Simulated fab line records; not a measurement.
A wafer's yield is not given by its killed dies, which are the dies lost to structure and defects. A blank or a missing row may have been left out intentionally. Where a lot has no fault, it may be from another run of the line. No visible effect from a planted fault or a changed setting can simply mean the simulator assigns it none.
A single fault, viewed from 2 desks    flow gf180mcu    numbers are kept per desk, each desk with only its own; the story behind them comes last

TOOL OWNER'S DESK, lpcvd-01
The tool's own readings at GF_POLY_GATE_CVD_00 (deposits poly-Si, target thk 200 nm, time 1200 s): means of the sampled wafers that have a number, for each lot that ran on this tool. Marked OUT: a lot whose mean sits more than 4 standard deviations from the usual mean, which makes it out of limits; the brackets give that distance. Readings shown: 7 out of 9 (the first out of limits, and those lying furthest out on some lot).
Columns: A = pressure_mtorr at GF_POLY_GATE_CVD_00, usual 199.9 mTorr; B = spike_tc_bottom_C at GF_POLY_GATE_CVD_00, usual 642.5 C; C = spike_tc_centre_C at GF_POLY_GATE_CVD_00, usual 620.8 C; D = spike_tc_lower_C at GF_POLY_GATE_CVD_00, usual 619.7 C; E = zone_power_bottom_pct at GF_POLY_GATE_CVD_00, usual 13.7 %; F = zone_power_centre_pct at GF_POLY_GATE_CVD_00, usual 8.8 %; G = zone_power_lower_pct at GF_POLY_GATE_CVD_00, usual 9.7 %
lot   first seen here  A      B                 C                 D                E     F               G
L928  day 9 04:05      200.3  645.1             619.4             619.7            13.3  9.3             10.0
L930  day 9 17:55      200.1  642.6             621.9             619.5            12.7  7.8             9.5
L933  day 11 02:44     200.2  643.2             622.7             618.9            12.8  7.8             9.5
L934  day 11 12:42     200.2  643.6             618.5             619.6            13.2  9.2             10.1
L938  day 12 11:37     199.9  642.5             623.2             619.1            12.9  7.9             9.6
L940  day 12 15:44     200.4  631.4 (-6.2) OUT  615.0             680.3 (+55) OUT  8.6   3.5 (-5.4) OUT  21.7 (+36) OUT
L939  day 12 19:41     200.0  631.0 (-6.4) OUT  614.2             681.0 (+56) OUT  8.5   3.5 (-5.4) OUT  21.5 (+36) OUT
L941  day 13 02:50     200.0  632.4 (-5.6) OUT  609.8 (-5.5) OUT  680.4 (+55) OUT  9.0   4.1 (-4.8) OUT  22.9 (+40) OUT
This desk's verdict: out of limits on L939, L940, L941, starting with L940 at day 12 15:44 (spike_tc_bottom_C at GF_POLY_GATE_CVD_00). In limits: L928, L930, L933, L934, L938.

THE METROLOGY DESK
Lot by lot, what the gauges showed, no matter which tool ran the lot: averages of those sampled wafers that carry a number. Marked OUT: a lot whose mean sits more than 4 standard deviations from the usual mean, which makes it out of limits; the brackets give that distance.
Columns: A = VT_IMPLANT_TW at GF_VT_IMPLANT_TW_MEAS_10, usual 565; B = POLY_GATE_CVD_00_THK at GF_POLY_GATE_THK_MEAS_01, usual 200.7 nm; C = POLY_GATE_OVL at GF_POLY_GATE_OVL_MEAS_11, usual -2 nm
lot   first seen here  A    B                C
L928  day 6 07:08      562  201.1            0
L929  day 6 15:50      564  202.6            -5
L930  day 6 20:33      564  203.7            3
L931  day 7 01:19      563  200.0            6
L933  day 7 21:44      563  201.5            -2
L934  day 8 10:49      562  201.5            -9
L938  day 9 08:46      567  199.2            6
L940  day 9 09:17      569  238.9 (+19) OUT  -2
L939  day 9 09:37      561  357.7 (+78) OUT  -
L941  day 9 19:20      564  228.8 (+14) OUT  -4
L943  day 10 07:02     565  199.5            -14
L942  day 10 07:54     566  199.6            -1
This desk reports L939, L940, L941 out of limits; the earliest was L940 at day 12 17:05 (POLY_GATE_CVD_00_THK at GF_POLY_GATE_THK_MEAS_01). In limits: L928, L929, L930, L931, L933, L934, L938, L943, L942.

ALL TOGETHER
At day 12 15:44, on L939, L940, L941, the tool owner's desk was in a position to raise an alarm.
Metrology desk: alarm possible at day 12 17:05 on L939, L940, L941.
On lpcvd-01, each named lot ran GF_POLY_GATE_CVD_00.

WHAT HAD BEEN PUT IN BY THE SIMULATOR
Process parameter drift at GF_POLY_GATE_CVD_00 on lpcvd-01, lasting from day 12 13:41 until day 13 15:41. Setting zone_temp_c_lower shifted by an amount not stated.
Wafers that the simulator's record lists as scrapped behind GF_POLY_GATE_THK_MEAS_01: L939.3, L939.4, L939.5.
Struck lots among those shown: L939, L940, L941.
Delay (hours) between the fault's onset and each desk's first out-of-limits reading: 2 at the tool owner's desk, 3 at the metrology desk.
